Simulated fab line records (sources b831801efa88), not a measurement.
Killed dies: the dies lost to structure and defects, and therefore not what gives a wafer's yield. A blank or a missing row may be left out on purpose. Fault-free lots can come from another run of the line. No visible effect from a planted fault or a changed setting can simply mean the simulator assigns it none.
Problem report in the 8D (eight disciplines) form, filled by code ; flow sky130 ; the parts of the form that need people (team, actions taken, sign-off) are left out

1. WHAT IS WRONG
Wafers without a fault read 5e+12, standard deviation 4.9e+09; doseIonsCm2 at SKY_LDD_N_IMPLANT_15 reads a mean of 5e+12 on 6 wafers belonging to 2 lots. That puts it +44 standard deviations away from the usual mean.
Seen first at day 20 09:48 on implanter-03, wafer L110.1. At this step, 36 wafers from 12 lots have a number in the record. Rule for "out", or "out of limits": more than 4 standard deviations from the usual mean. All remaining wafers that have a number are taken as sound.

2. WHAT IT IS; WHAT IT IS NOT
question;is;is not
which readings at this step;doseIonsCm2;endStationPressureTorr
which lots;L110, L113;L103, L104, L107, L109, L112, L119, L120, L122, L124, L125
which wafers of those lots;all that have a number;-
read on which tools;implanter-03;implanter-01, implanter-02
when;from day 20 09:48;"up to then (12 sound wafers); but 18 sound wafers of L112, L119, L120, L122, L124, L125 came after"

3. WHAT RULES OUT EACH SUSPECT
Counting: any tool at a process step up to the reading is kept as a suspect provided that every lot that is out went through it and no sound lot did after the first of them.
- plasmaAsher-01 at SKY_POLY_GATE_STRIP_18 (strips in O2/N2): ruled out as a lasting fault. Sound lots L119, L124 ran on it after its first lot that is out, L110 (day 18 22:35).
- implanter-03 at SKY_LDD_N_IMPLANT_15: ruled out as a lasting fault. Sound lots L119, L120, L122, L124 ran on it after its first lot that is out, L110 (day 20 09:48).
Left after counting: nothing in the record.

4. THE CAUSE (what the simulator had put in)
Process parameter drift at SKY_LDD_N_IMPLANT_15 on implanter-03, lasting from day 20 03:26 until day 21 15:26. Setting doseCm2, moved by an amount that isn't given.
Counting ruled it out, wrongly.

5. THE CHAIN OF EFFECTS, in route order
One row per reading whose mean, taken over the struck wafers that have a number, lies over 3 standard deviations from the usual. Readings are gone through only where the record gives a usual standard deviation; hours: the median, over the lots, of the time from a lot's start at the first step in this table giving one to that lot's start at this step; sigmas: the change measured in usual standard deviations.
hours;step;reading;usual;on struck wafers;change;sigmas
0;SKY_LDD_N_IMPLANT_15;doseIonsCm2;5e+12;5e+12;+2e+11;+44
The process steps in it:
- SKY_LDD_N_IMPLANT_15
Later measuring or inspecting steps at which every struck wafer that the step has a row for has a number for every such reading, and none has moved that far: SKY_LDD_N_TW_MEAS_17.

6. HOW IT WOULD HAVE BEEN CAUGHT EARLIER
In this record the first reading out of limits was taken at day 20 09:48, 6 hours after the fault began at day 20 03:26.
